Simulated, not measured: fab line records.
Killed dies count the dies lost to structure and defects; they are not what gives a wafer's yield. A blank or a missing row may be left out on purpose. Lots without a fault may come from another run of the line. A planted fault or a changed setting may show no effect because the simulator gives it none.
8D (eight disciplines) problem report, filled in by code / flow sky130 / the parts of the form that need people (team, actions taken, sign-off) are left out

## 1. THE ISSUE
Mean GATE_OXIDE_OXIDATION_00_THK at SKY_GATE_OXIDE_THK_MEAS_02: 8.96 nm over 6 wafers in 2 lots; fault-free wafers: 10.22 nm, standard deviation 0.2. Measured from the usual mean, that is -6.3 standard deviations.
Earliest sighting: wafer L519.2 on filmMetro-03 at day 13 22:25. The record has a number at this step for 33 wafers belonging to 11 lots. Rule for "out", or "out of limits": more than 4 standard deviations from the usual mean. All remaining wafers that have a number are taken as sound.

## 2. WHAT IT IS, AND WHAT IT ISN'T
question=which readings at this step | is=GATE_OXIDE_OXIDATION_00_THK | is not=-
question=which lots | is=L519, L521 | is not=L516, L518, L529, L531, L533, L534, L535, L538, L539
question=which wafers of those lots | is=all that have a number | is not=-
question=read on which gauges | is=filmMetro-01, filmMetro-03 | is not=filmMetro-02
question=when | is=from day 13 22:25 | is not=up to then (6 sound wafers); but 21 sound wafers of L529, L531, L533, L534, L535, L538, L539 came after

## 3. SUSPECTS, AND WHAT RULES EACH OUT
Counting: any tool at a process step up to the reading is kept as a suspect provided that every lot that is out went through it and no sound lot did after the first of them.
- ruled out: the gauge at SKY_GATE_OXIDE_THK_MEAS_02. 2 gauges (filmMetro-01, filmMetro-03) read the wafers that are out.
- furnace-01 at SKY_GATE_OXIDE_OXIDATION_01 (stabilise 600 s, purge 300 s, target thk 10.268 nm): ruled out as a lasting fault. After its first lot that is out, L519 (day 13 20:59), sound lots L529, L533, L534, L535, L538 ran on it.
Left after counting: nothing in the record.

## 4. THE CAUSE (what the simulator had put in)
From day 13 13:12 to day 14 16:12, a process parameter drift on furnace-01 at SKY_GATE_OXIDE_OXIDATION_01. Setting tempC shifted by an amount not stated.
It was ruled out by counting, in error; the rule expects a fault to strike all lots run on its tool from its start on, and this fault did not.

## 5. THE CHAIN OF EFFECTS, in route order
Each row: a reading whose mean over the struck wafers that have a number lies more than 3 standard deviations from the usual. Only readings for which the record gives a usual standard deviation are gone through. hours: the time from each lot's start at the first step in this table that gives one to its start at this step, as a median over the lots. sigmas: the change in usual standard deviations.
hours=0; step=SKY_GATE_OXIDE_OXIDATION_01; reading=spikeTcBottomC; usual=922.5 C; on struck wafers=908.5; change=-14.0; sigmas=-5.0
hours=0; step=SKY_GATE_OXIDE_OXIDATION_01; reading=spikeTcCentreC; usual=901.4 C; on struck wafers=890.8; change=-10.6; sigmas=-8.8
hours=0; step=SKY_GATE_OXIDE_OXIDATION_01; reading=spikeTcLowerC; usual=901.3 C; on struck wafers=889.1; change=-12.2; sigmas=-12
hours=0; step=SKY_GATE_OXIDE_OXIDATION_01; reading=spikeTcTopC; usual=911.3 C; on struck wafers=900.2; change=-11.1; sigmas=-9.2
hours=0; step=SKY_GATE_OXIDE_OXIDATION_01; reading=spikeTcUpperC; usual=900.9 C; on struck wafers=889.8; change=-11.1; sigmas=-10
hours=0; step=SKY_GATE_OXIDE_OXIDATION_01; reading=tubeCenterTempC; usual=900 C; on struck wafers=889; change=-11; sigmas=-99 or more
hours=0; step=SKY_GATE_OXIDE_OXIDATION_01; reading=tube_center_temp_C_max; usual=902.3; on struck wafers=891.4; change=-10.9; sigmas=-26
hours=1; step=SKY_GATE_OXIDE_THK_MEAS_02; reading=GATE_OXIDE_OXIDATION_00_THK; usual=10.22 nm; on struck wafers=8.96; change=-1.26; sigmas=-6.3
Its process steps:
- SKY_GATE_OXIDE_OXIDATION_01: stabilise 600 s, purge 300 s, target thk 10.268 nm.
At these later measuring or inspecting steps, every struck wafer for which the step has a row has a number for every such reading, and none has moved that far: SKY_METAL2_THK_MEAS_06, SKY_METAL2_OVL_MEAS_16.

## 6. HOW IT WOULD HAVE BEEN CAUGHT EARLIER
In this record the first reading out of limits at a measuring or inspecting step was taken at day 13 22:25, 9 hours after the fault began at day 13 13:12.
At SKY_GATE_OXIDE_OXIDATION_01, the tool's own readings (spikeTcBottomC, spikeTcCentreC, spikeTcLowerC, spikeTcTopC, spikeTcUpperC, tubeCenterTempC, tube_center_temp_C_max) were out on each struck wafer the step has a row for, so an alarm limit on them would have fired on the first such wafer.
